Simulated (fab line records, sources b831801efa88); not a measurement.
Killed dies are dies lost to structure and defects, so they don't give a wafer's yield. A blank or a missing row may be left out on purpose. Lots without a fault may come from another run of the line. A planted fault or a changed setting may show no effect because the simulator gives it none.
Which tool did it? | flow gf180mcu | 12 lots, 36 wafers sampled, at 3 steps of a route of 602

WHAT THE GAUGES READ, wafer by wafer
GF_STI_THK_MEAS_02. Usual: STI_OXIDATION_THK 10.10 nm, standard deviation 0.2.
lot  | measured    | on            | STI_OXIDATION_THK (nm) | flag
L669 | day 1 21:31 | film_metro-01 | 10.17 10.11 10.02      |
L670 | day 2 02:31 | film_metro-03 | 10.30 10.46 10.38      |
L671 | day 2 07:38 | film_metro-03 | 10.11 10.12 10.12      |
L673 | day 2 17:31 | film_metro-03 | 10.35 10.35 10.19      |
L674 | day 2 22:52 | film_metro-01 | 10.46 10.37 10.30      |
L677 | day 3 13:31 | film_metro-02 | 9.96 9.98 10.10        |
L682 | day 4 14:44 | film_metro-02 | 10.10 10.01 10.14      |
L684 | day 5 00:31 | film_metro-02 | 9.83 9.69 9.83         |
L685 | day 5 06:29 | film_metro-03 | 10.31 10.26 10.30      |
L686 | day 5 10:47 | film_metro-03 | 10.00 9.96 10.14       |
L687 | day 5 15:31 | film_metro-01 | 9.95 9.95 9.88         |
L688 | day 5 20:32 | film_metro-02 | 9.97 10.00 9.89        |

GF_STI_THK_MEAS_24. Usual: STI_CVD_23_THK 650 nm, standard deviation 5.8.
lot  | measured    | on            | STI_CVD_23_THK (nm) | flag
L669 | day 2 13:47 | film_metro-01 | 657 651 647         |
L670 | day 2 18:31 | film_metro-03 | 656 655 657         |
L671 | day 3 00:31 | film_metro-03 | 663 654 655         |
L673 | day 3 11:31 | film_metro-03 | 658 654 649         |
L674 | day 3 16:13 | film_metro-03 | 654 647 645         |
L677 | day 4 07:22 | film_metro-01 | 654 652 662         |
L682 | day 5 09:10 | film_metro-01 | 651 504 653         | OFF
L684 | day 5 18:56 | film_metro-02 | 500 643 498         | OFF
L685 | day 6 01:03 | film_metro-02 | 655 657 651         |
L686 | day 6 06:13 | film_metro-03 | 666 652 649         |
L687 | day 6 10:11 | film_metro-02 | 657 655 653         |
L688 | day 6 15:20 | film_metro-02 | 645 651 646         |

WHICH TOOL RAN EACH LOT (tool, then ch and the chambers of the sampled wafers, then the start)
lot  | GF_STI_CVD_23
L669 | hdpcvd-01 ch 0,2, day 2 13:42
L670 | hdpcvd-02 ch 0,2, day 2 18:23
L671 | hdpcvd-02 ch 0,1,2, day 3 00:25
L673 | hdpcvd-01 ch 0,1,2, day 3 11:27
L674 | hdpcvd-02 ch 0,1,2, day 3 16:09
L677 | hdpcvd-02 ch 1,2, day 4 07:17
L682 | hdpcvd-02 ch 1,2, day 5 09:04
L684 | hdpcvd-02 ch 0,1, day 5 18:52
L685 | hdpcvd-01 ch 0,1, day 6 00:58
L686 | hdpcvd-01 ch 0,1,2, day 6 06:07
L687 | hdpcvd-01 ch 0,1, day 6 10:03
L688 | hdpcvd-01 ch 0,1,2, day 6 15:15
- GF_STI_CVD_23: deposits SiO2, target thk 650 nm, time 108.3 s.

WHAT THE TOOLS THEMSELVES READ (means of the sampled wafers that have a number; where no wafer has one, the mark that the record gives instead)
The record holds no such reading with a usual standard deviation.

THE ANSWER, worked out from the rows above alone
Rule: a lot is off if the mean of its wafers that have a number lies more than 3 standard deviations from the usual mean. A lot without any number at a reading at which 4 lots or more have one is off too. The other lots that the step has rows for count as sound. The gauges are gone through in route order, then the tools' own readings, and for those a lot's mean is taken as printed above. The first step at which some lot is off is used, and at that step the reading that is off furthest; a lot without a number counts as furthest.
Off: L682, L684, at GF_STI_THK_MEAS_24 (STI_CVD_23_THK).
A tool fits if, at a process step before that reading, it ran every lot that is off, and no sound lot after the first of them. The gauges at GF_STI_THK_MEAS_24 are tried like those tools. One fits: hdpcvd-02 at GF_STI_CVD_23. Its last sound lot is L677 (day 4 07:17), its first lot that is off L682 (day 5 09:04): a fault that began between those two fits.

WHAT THE SIMULATOR HAD PUT IN
Process parameter drift: hdpcvd-02, from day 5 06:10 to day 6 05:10, at GF_STI_CVD_23. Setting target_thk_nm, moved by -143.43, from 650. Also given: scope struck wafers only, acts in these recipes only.
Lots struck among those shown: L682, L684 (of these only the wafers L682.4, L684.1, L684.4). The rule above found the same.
